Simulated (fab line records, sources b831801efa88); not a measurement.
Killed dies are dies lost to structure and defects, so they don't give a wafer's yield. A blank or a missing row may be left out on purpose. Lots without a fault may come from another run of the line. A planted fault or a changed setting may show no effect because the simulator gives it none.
Chamber matching | flow sky130 | SKY_LI_CONTACT_CMP_02 on cmp-01: 4 sister chambers
The step polishes PSG. 8 wafers are shown with their chamber, then 7 later ones without.

WAFERS WITH THEIR CHAMBER
wafer  | chamber | motor_current_A (A) | slurry_filter_dp_kPa (kPa)
L089.3 | 2       | 12.3                | 13.81
L092.2 | 1       | 14.9                | 13.39
L092.6 | 3       | 11.3                | 13.75
L094.1 | 0       | 9.9                 | 13.58
L094.2 | 2       | 12.2                | 13.61
L094.3 | 1       | 14.7                | 13.55
L094.4 | 3       | 11.5                | 13.57
L094.5 | 0       | 10.1                | 13.64

WAFERS WITHOUT THEIR CHAMBER
wafer  | motor_current_A (A) | slurry_filter_dp_kPa (kPa)
L094.6 | 14.7                | 13.61
L095.1 | 10.6                | 13.43
L095.3 | 11.3                | 13.55
L095.4 | 12.6                | 13.33
L097.1 | 11.3                | 13.36
L097.4 | 11.8                | 13.57
L097.5 | 10.0                | 13.35

WHICH CHAMBER EACH WENT THROUGH
wafer  | from the rows above     | in truth
L094.6 | 1                       | 1
L095.1 | can't be placed: 0 or 3 | 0
L095.3 | 3                       | 3
L095.4 | 2                       | 2
L097.1 | 3                       | 3
L097.4 | can't be placed: 3 or 2 | 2
L097.5 | 0                       | 0
Placed correctly: 5 of 7. Can't be placed from these rows: 2 (the true chamber is among the candidates in 2). Placed wrongly: 0.
How it was worked out, from the rows above alone: a wafer's distance from a chamber is the root of the sum, over the readings, of the square of ((its reading less the chamber's mean) divided by the reading's scatter). The wafer belongs to the nearest chamber; if the next one is less than 2 further off, it can't be placed. A chamber's mean is the mean of its shown wafers. The scatter: the root of (the sum of the squares of (reading less its chamber's mean) over the shown wafers, divided by (wafers less chambers)).
